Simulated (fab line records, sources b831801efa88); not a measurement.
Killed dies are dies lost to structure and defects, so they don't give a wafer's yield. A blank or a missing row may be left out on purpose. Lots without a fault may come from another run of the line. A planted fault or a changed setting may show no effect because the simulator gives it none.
A struck lot beside a sound one | flow sky130 | 17 steps out of a route of 708
Sound: wafers L787.1, L787.4, L787.5. Struck: wafers L775.1, L775.4, L775.5. The cause comes at the end.
At each step with rows: each side's tool, then ch and its chambers, then its first start. Under that, the readings that differ: sound wafers | struck wafers | difference of the means | sigmas: that difference in standard deviations of wafers without a fault.
alike: readings whose means differ by less than 2 such deviations, and words and numbers that are the same on both sides. not compared: withheld readings, readings that some wafer has no value for, bounds like >300 that may hide the same value, and numbers for which the record gives no deviation and whose values overlap.
The two part at a step that has a row with sigmas, a row that says differs or no value, or rows on one side only. Numbers that don't overlap but have no deviation are shown without sigmas and don't part them. A reading that every wafer of one side lacks parts them only if that side has two wafers or more.

SKY_VT_ADJUST_HVTP_OVL_MEAS_08:
  sound on overlay-02, day 10 00:13; struck on overlay-01, day 6 16:17
  alike: VT_ADJUST_HVTP_OVL
then, 1 step without rows for these wafers: SKY_VT_ADJUST_HVTP_IMPLANT_09.
SKY_VT_ADJUST_HVTP_STRIP_10: strips in O2/N2.
  sound on plasma_asher-03 ch 0,1, day 10 00:24; struck on plasma_asher-04 ch 0,1, day 6 16:28
  alike: drypump_motor_current_A, oes_product_au, strip_time_to_endpoint_s
  not compared: rf_hours_counter_h
SKY_VT_ADJUST_HVTP_TW_MEAS_11:
  sound on film_metro-02, day 10 00:30; struck on film_metro-01, day 6 16:34
  reading           | sound          | struck         | difference | sigmas
  VT_ADJUST_HVTP_TW | 1377 1380 1378 | 1339 1345 1349 | -34        | -3
then, 7 steps without rows for these wafers: SKY_VT_ADJUST_LVTN_DEHYDRATE_00 (time 60 s); SKY_VT_ADJUST_LVTN_HMDS_01 (prime time 60 s); SKY_VT_ADJUST_LVTN_COAT_02 (resist thk 3000 nm); SKY_VT_ADJUST_LVTN_SOFTBAKE_03; SKY_VT_ADJUST_LVTN_EXPOSE_04 (exposes mask NWM COMPLEMENT LESS NATIVE, target cd 840 nm); SKY_VT_ADJUST_LVTN_PEB_05; SKY_VT_ADJUST_LVTN_DEVELOP_06 (develop time 60 s).
SKY_VT_ADJUST_LVTN_OVL_MEAS_07:
  sound on overlay-01, day 10 23:14; struck on overlay-02, day 7 12:31
  reading                 | sound       | struck         | difference | sigmas
  VT_ADJUST_LVTN_OVL (nm) | 1.5 1.8 2.9 | -1.8 -1.3 -0.8 | -3.4       | -2
SKY_VT_ADJUST_LVTN_IMPLANT_08:
  sound on implanter-04 ch 0, day 10 23:17; struck on implanter-03 ch 0, day 7 12:33
  reading            | sound                            | struck                           | difference  | sigmas
  dose_ions_cm2      | 1.5703e+12 1.5682e+12 1.5686e+12 | 2.3802e+12 2.3833e+12 2.3823e+12 | +8.1290e+11 | +99 or more
  faraday_current_uA | 9.04 8.82 8.76                   | 13.44 13.69 12.99                | +4.50       | +26
SKY_VT_ADJUST_LVTN_STRIP_09: strips in O2/N2.
  sound on plasma_asher-02 ch 0,1, day 10 23:26; struck on plasma_asher-01 ch 0, day 7 12:42
  alike: drypump_motor_current_A, oes_product_au, strip_time_to_endpoint_s
  not compared: rf_hours_counter_h
SKY_VT_ADJUST_LVTN_TW_MEAS_10:
  sound on film_metro-02, day 10 23:32; struck on film_metro-04, day 7 12:48
  reading           | sound             | struck            | difference | sigmas
  VT_ADJUST_LVTN_TW | 244.7 245.0 244.1 | 270.3 272.8 272.6 | +27.3      | +23
then, 1 step without rows for these wafers: SKY_VT_ADJUST_LVTN_DEHYDRATE_11 (time 60 s).
-- the record jumps here: 39 days lie between the struck wafers' starts before and after (it left off in module VT_ADJUST_LVTN and takes up again in module PAD_OPEN, whose first step shown is number 708 of the route) --
SKY_PAD_OPEN_PROBE_99:
  sound on prober-02, day 49 11:27; struck on prober-02, day 46 13:33
  reading                                    | sound                | struck               | difference | sigmas
  model.etest.nfet_01v8_lvt.vt_sat_v (V)     | 0.5227 0.538 0.542   | 0.5609 0.5628 0.5603 | +0.0271    |
  model.etest.nfet_01v8_swapped.vt_sat_v (V) | 0.6367 0.6504 0.6544 | 0.6586 0.6618 0.6551 | +0.0113    |
  model.etest.nfet_01v8.vt_sat_v (V)         | 0.637 0.6474 0.654   | 0.6605 0.6581 0.6572 | +0.0125    |
  model.etest.nfet_01v8_turned.vt_sat_v (V)  | 0.6413 0.6544 0.6524 | 0.6603 0.6588 0.6546 | +0.0085    |
  model.etest.nfet_01v8_lvt.body_rise_v (V)  | 0.1445 0.1456 0.1487 | 0.153 0.1509 0.1541  | +0.006     |
  alike: killed_at_M0_to_M3, killed_at_M4_up, killed_at_contacts, killed_at_front_end, killed_at_other, killed_dies, killed_open, killed_short
  not compared: model.etest.nfet_01v8_lvt.drive_ua_um, model.etest.nfet_01v8_lvt.vt_v, model.etest.nfet_01v8_lvt.vt_long_v

WHERE THEY PART
First at SKY_VT_ADJUST_HVTP_TW_MEAS_11; last, within this record, at SKY_VT_ADJUST_LVTN_TW_MEAS_10. Later steps at which nothing parts them and some readings are alike: SKY_PAD_OPEN_PROBE_99.

WHY: what the simulator had put in
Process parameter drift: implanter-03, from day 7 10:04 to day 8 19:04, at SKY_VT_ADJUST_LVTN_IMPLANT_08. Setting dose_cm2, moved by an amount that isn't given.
